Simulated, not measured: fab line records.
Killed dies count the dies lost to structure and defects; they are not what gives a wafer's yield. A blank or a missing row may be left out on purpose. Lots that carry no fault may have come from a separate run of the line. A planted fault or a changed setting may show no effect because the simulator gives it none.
Tool commonality check | flow sky130 | Sample size 14 lots and 48 wafers

## WHY IT WAS OPENED
At SKY_LDD_LDN_TW_MEAS_13 the reading LDD_LDN_TW is flagged on 2 of 14 lots. Wafers without a fault read 1482, standard deviation 8.4.
Rule: a lot gets a flag if all its wafers with a number sit over 4 standard deviations from that mean, or if no wafer of it has a number. All remaining lots are regarded as sound.

lot  | measured     | on           | LDD_LDN_TW, wafer by wafer    | flag
L898 | day 22 13:55 | filmMetro-01 | 1460 1473 1479                | 
L899 | day 23 13:05 | filmMetro-04 | 1486 1488 1483                | 
L900 | day 24 17:14 | filmMetro-02 | 1472 1464 1466                | 
L902 | day 25 03:49 | filmMetro-02 | 1478 1478 1483                | 
L901 | day 25 05:37 | filmMetro-04 | 1482 1484 1485                | 
L905 | day 25 22:58 | filmMetro-02 | 1484 1473 1477                | 
L908 | day 26 08:30 | filmMetro-02 | 1477 1488 1476                | 
L909 | day 27 06:28 | filmMetro-04 | 1494 1503 1496                | 
L911 | day 27 11:34 | filmMetro-04 | 1499 1492 1489                | 
L914 | day 27 19:52 | filmMetro-04 | 1501 1494 1496                | 
L918 | day 29 23:27 | filmMetro-04 | 1363 1356 1368 1371 1357 1357 | FLAGGED
L920 | day 30 01:52 | filmMetro-02 | 1476 1488 1477                | 
L919 | day 30 02:07 | filmMetro-01 | 1349 1350 1350 1349 1353 1341 | FLAGGED
L921 | day 30 04:51 | filmMetro-01 | 1477 1471 1468                | 
Average over the flagged lots: 1355; offset from the usual -127, equal to -15 standard deviations.

## WHICH TOOL EACH LOT WENT THROUGH
The record holds 2 process steps before the reading, out of a route of 708 steps. Cell contents, in order: the tool; ch with the chambers the sampled wafers went through; the start.
lot  | flag    | SKY_VT_ADJUST_LVTN_STRIP_20         | SKY_LDD_LDN_IMPLANT_08
L898 |         | plasmaAsher-03 ch 0,1, day 7 14:13  | implanter-01 ch 0, day 22 13:14
L899 |         | plasmaAsher-01 ch 0,1, day 7 22:18  | implanter-03 ch 0, day 23 12:23
L900 |         | plasmaAsher-01 ch 0,1, day 8 06:54  | implanter-01 ch 0, day 24 16:32
L902 |         | plasmaAsher-03 ch 0,1, day 9 03:13  | implanter-03 ch 0, day 25 03:07
L901 |         | plasmaAsher-04 ch 0,1, day 8 19:11  | implanter-01 ch 0, day 25 04:56
L905 |         | plasmaAsher-04 ch 0,1, day 9 21:01  | implanter-01 ch 0, day 25 22:17
L908 |         | plasmaAsher-04 ch 0,1, day 10 11:31 | implanter-01 ch 0, day 26 07:48
L909 |         | plasmaAsher-04 ch 1, day 10 17:12   | implanter-02 ch 0, day 27 05:47
L911 |         | plasmaAsher-01 ch 0,1, day 11 02:55 | implanter-01 ch 0, day 27 10:53
L914 |         | plasmaAsher-04 ch 0,1, day 12 02:50 | implanter-03 ch 0, day 27 19:12
L918 | FLAGGED | plasmaAsher-04 ch 0,1, day 13 08:37 | implanter-01, day 29 22:46
L920 |         | plasmaAsher-01 ch 0,1, day 13 17:47 | implanter-02 ch 0, day 30 01:11
L919 | FLAGGED | plasmaAsher-03 ch 0,1, day 13 16:12 | implanter-01, day 30 01:26
L921 |         | plasmaAsher-04 ch 0,1, day 14 00:21 | implanter-02 ch 0, day 30 04:09
What the steps here do:
- SKY_VT_ADJUST_LVTN_STRIP_20: strips in O2/N2.
- SKY_LDD_LDN_IMPLANT_08
- SKY_LDD_LDN_TW_MEAS_13

## FLAGGED AGAINST TOTAL, ONE TOOL AT A TIME (gauges that did the reading follow at the end)
step                        | tool           | lots run | flagged | share of the flagged lots | sound lots run after its first flagged lot
SKY_VT_ADJUST_LVTN_STRIP_20 | plasmaAsher-01 | 4        | 0       | none                      | -
SKY_VT_ADJUST_LVTN_STRIP_20 | plasmaAsher-03 | 3        | 1       | some                      | 0
SKY_VT_ADJUST_LVTN_STRIP_20 | plasmaAsher-04 | 7        | 1       | some                      | 1 (L921)
SKY_LDD_LDN_IMPLANT_08      | implanter-01   | 8        | 2       | all                       | 0
SKY_LDD_LDN_IMPLANT_08      | implanter-02   | 3        | 0       | none                      | -
SKY_LDD_LDN_IMPLANT_08      | implanter-03   | 3        | 0       | none                      | -
SKY_LDD_LDN_TW_MEAS_13      | filmMetro-01   | 3        | 1       | some                      | 1 (L921)
SKY_LDD_LDN_TW_MEAS_13      | filmMetro-02   | 5        | 0       | none                      | -
SKY_LDD_LDN_TW_MEAS_13      | filmMetro-04   | 6        | 1       | some                      | 0

## THE TABLE: WHAT IT ALLOWS
In the table, 1 row covers all flagged lots: implanter-01 at SKY_LDD_LDN_IMPLANT_08.
- implanter-01 at SKY_LDD_LDN_IMPLANT_08 ran 8 lots, 2 of them flagged. Last sound lot L911 at day 27 10:53, first flagged lot L918 at day 29 22:46; a fault beginning in between fits. On the flagged lots its readings are blank where sound lots have values: beamEnergyKeV, beamOnS.
What remains is a single tool, implanter-01 at SKY_LDD_LDN_IMPLANT_08.

## WHAT THE SIMULATOR PUT IN
At SKY_LDD_LDN_IMPLANT_08, the step was skipped entirely on implanter-01 from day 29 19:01 on. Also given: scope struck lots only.
Shown lots that were struck: L918, L919. This agrees with what the rule above found.
